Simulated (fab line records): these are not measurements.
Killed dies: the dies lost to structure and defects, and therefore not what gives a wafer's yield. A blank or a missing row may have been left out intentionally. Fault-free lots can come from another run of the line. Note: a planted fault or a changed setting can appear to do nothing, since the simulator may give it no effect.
What tool caused it? ; flow gf180mcu ; 12 lots, 36 wafers sampled, at 5 steps of a route of 602

## WHAT THE GAUGES SHOWED, per wafer
GF_CONTACT_RS_MEAS_25: measurement is done with a four-point probe.
lot;measured;on;CONTACT_W_RS (ohm/sq)
L237;day 16 09:16;film metro-03;0.384 0.383 0.367
L239;day 17 03:47;film metro-01;0.384 0.385 0.386
L240;day 17 10:20;film metro-03;0.380 0.376 0.357
L243;day 18 17:29;film metro-01;0.379 0.385 0.378
L245;day 20 01:13;film metro-03;0.377 0.380 0.380
L246;day 20 09:13;film metro-01;0.377 0.380 0.379
L247;day 20 13:26;film metro-02;0.411 0.404 0.378 0.411 0.405 0.378
L249;day 21 05:44;film metro-01;0.378 0.414 0.380 0.379 0.414 0.381
L251;day 21 20:09;film metro-03;0.382 0.365 0.376
L257;day 23 14:15;film metro-03;0.371 0.381 0.362
L258;day 23 21:04;film metro-02;0.384 0.383 0.384
L259;day 24 08:22;film metro-02;0.383 0.380 0.382

GF_CONTACT_THK_MEAS_26: measures by xrf.
lot;measured;on;CONTACT_W_THK (nm)
L237;day 16 09:23;film metro-03;307 309 322
L239;day 17 03:53;film metro-01;309 310 308
L240;day 17 10:27;film metro-03;309 313 328
L243;day 18 17:35;film metro-01;311 306 313
L245;day 20 01:20;film metro-03;314 312 312
L246;day 20 09:19;film metro-01;314 309 312
L247;day 20 16:31;film metro-02;286 291 311 286 292 312
L249;day 21 11:49;film metro-01;311 284 308 310 285 310
L251;day 21 20:14;film metro-03;313 325 315
L257;day 23 14:22;film metro-03;318 309 325
L258;day 23 21:11;film metro-02;307 309 308
L259;day 24 08:28;film metro-02;309 309 309

## WHAT TOOL EACH LOT RAN ON (gives the tool, then ch and the chambers of the sampled wafers, and finally the start)
lot;GF_PSD_RTA_13;GF_CONTACT_CVD_02;GF_CONTACT_CVD_24
L237;rtp anneal-02 ch 0, day 14 10:53;pecvd-02 ch 0,1, day 15 09:19;cvd w-01 ch 0,1, day 16 09:10
L239;rtp anneal-01 ch 0, day 15 05:17;pecvd-02 ch 0,2, day 16 04:13;cvd w-02 ch 0,1, day 17 03:40
L240;rtp anneal-02 ch 0, day 15 11:11;pecvd-03 ch 0,1, day 16 10:12;cvd w-01 ch 0,1, day 17 10:14
L243;rtp anneal-02 ch 0, day 16 17:13;pecvd-03 ch 0,1, day 17 16:43;cvd w-02 ch 0,1, day 18 17:23
L245;rtp anneal-01 ch 0, day 17 23:26;pecvd-04 ch 1,2, day 19 00:10;cvd w-02 ch 0,1, day 20 01:07
L246;rtp anneal-01 ch 0, day 18 06:05;pecvd-02 ch 0,1,2, day 19 07:17;cvd w-02 ch 0,1, day 20 09:05
L247;rtp anneal-02 ch 0, day 18 10:32;pecvd-02 ch 0,1,2, day 19 11:47;cvd w-02 ch 0,1, day 20 13:20
L249;rtp anneal-01 ch 0, day 19 02:35;pecvd-03 ch 1,2, day 20 03:59;cvd w-02 ch 0,1, day 21 05:38
L251;rtp anneal-01 ch 0, day 19 18:26;pecvd-02 ch 0,1,2, day 20 19:29;cvd w-01 ch 0,1, day 21 20:01
L257;rtp anneal-01 ch 0, day 21 13:34;pecvd-02 ch 0,1,2, day 22 14:23;cvd w-01 ch 0,1, day 23 14:09
L258;rtp anneal-02 ch 0, day 21 20:06;pecvd-04 ch 1,2, day 22 20:57;cvd w-01 ch 1, day 23 20:57
L259;rtp anneal-01 ch 0, day 22 08:22;pecvd-02 ch 0,2, day 23 08:30;cvd w-02 ch 0, day 24 08:14
- GF_PSD_RTA_13: time 20 s.
- GF_CONTACT_CVD_02: deposits SiO2 from TEOS, target thk 860 nm, time 95.992 s.
- GF_CONTACT_CVD_24: deposits W, target thk 300 nm, time 90.339 s.

## AS READ BY THE TOOLS THEMSELVES (means over the sampled wafers that have a number; for cases with no such wafer, the mark the record gives instead)
GF_PSD_RTA_13.
lot;tool;lamp power pct (%);wafer_temp_C_max
L237;rtp anneal-02;37;1029.8
L239;rtp anneal-01;29;1032.1
L240;rtp anneal-02;36;1029.8
L243;rtp anneal-02;36;1030.4
L245;rtp anneal-01;29;1033.5
L246;rtp anneal-01;29;1032.6
L247;rtp anneal-02;37;1029.9
L249;rtp anneal-01;29;1033.1
L251;rtp anneal-01;29;1033.7
L257;rtp anneal-01;29;1032.4
L258;rtp anneal-02;36;1028.9
L259;rtp anneal-01;29;1034.1

GF_CONTACT_CVD_02.
lot;tool;heater power w (W);susceptor temp C (C)
L237;pecvd-02;691;400.17
L239;pecvd-02;688;400.03
L240;pecvd-03;680;399.99
L243;pecvd-03;584;400.27
L245;pecvd-04;741;399.97
L246;pecvd-02;640;400.00
L247;pecvd-02;624;400.07
L249;pecvd-03;672;399.95
L251;pecvd-02;638;399.99
L257;pecvd-02;601;399.95
L258;pecvd-04;686;400.08
L259;pecvd-02;630;399.95

GF_CONTACT_CVD_24.
lot;tool;chamber pressure Torr (Torr);heater power w (W);susceptor temp C (C)
L237;cvd w-01;39.92;747;399.77
L239;cvd w-02;39.95;826;400.06
L240;cvd w-01;40.00;755;399.96
L243;cvd w-02;39.95;729;400.36
L245;cvd w-02;40.01;727;400.30
L246;cvd w-02;39.97;794;400.12
L247;cvd w-02;36.14;790;399.63
L249;cvd w-02;38.06;735;400.08
L251;cvd w-01;40.07;754;399.86
L257;cvd w-01;40.03;701;400.24
L258;cvd w-01;40.08;813;399.72
L259;cvd w-02;39.91;678;399.95

## THE ANSWER, worked out from the rows above alone
Rule: the usual values come from the lots themselves. The widest of any qualifying gaps counts: lots, ordered by their means at a reading, are off when they make up no more than a third of the lots, leave a main group of 4 or more, and stand apart from it by 3 or more times the standard deviation of that group's means. A main group whose means are all the same, to the digits that the tables above print for the reading, isn't used. A lot without any number at a reading at which 4 lots or more have one is off too. Where the step has rows for the other lots, those lots are counted as sound. First the gauges in route order, then the tools' own readings, where a lot's mean is used as printed above. At the first step where some lot is off, the reading lying furthest off is the one used; lots without a number count as furthest.
Off at GF_CONTACT_CVD_24 (chamber pressure Torr): L247, L249. For the main group the mean is 39.99 Torr and the standard deviation 0.056.
A tool fits if, at that step or a process step before it, it ran every lot that is off, and no sound lot after the first of them. None of those tried fits.

## WHAT WAS PUT IN BY THE SIMULATOR
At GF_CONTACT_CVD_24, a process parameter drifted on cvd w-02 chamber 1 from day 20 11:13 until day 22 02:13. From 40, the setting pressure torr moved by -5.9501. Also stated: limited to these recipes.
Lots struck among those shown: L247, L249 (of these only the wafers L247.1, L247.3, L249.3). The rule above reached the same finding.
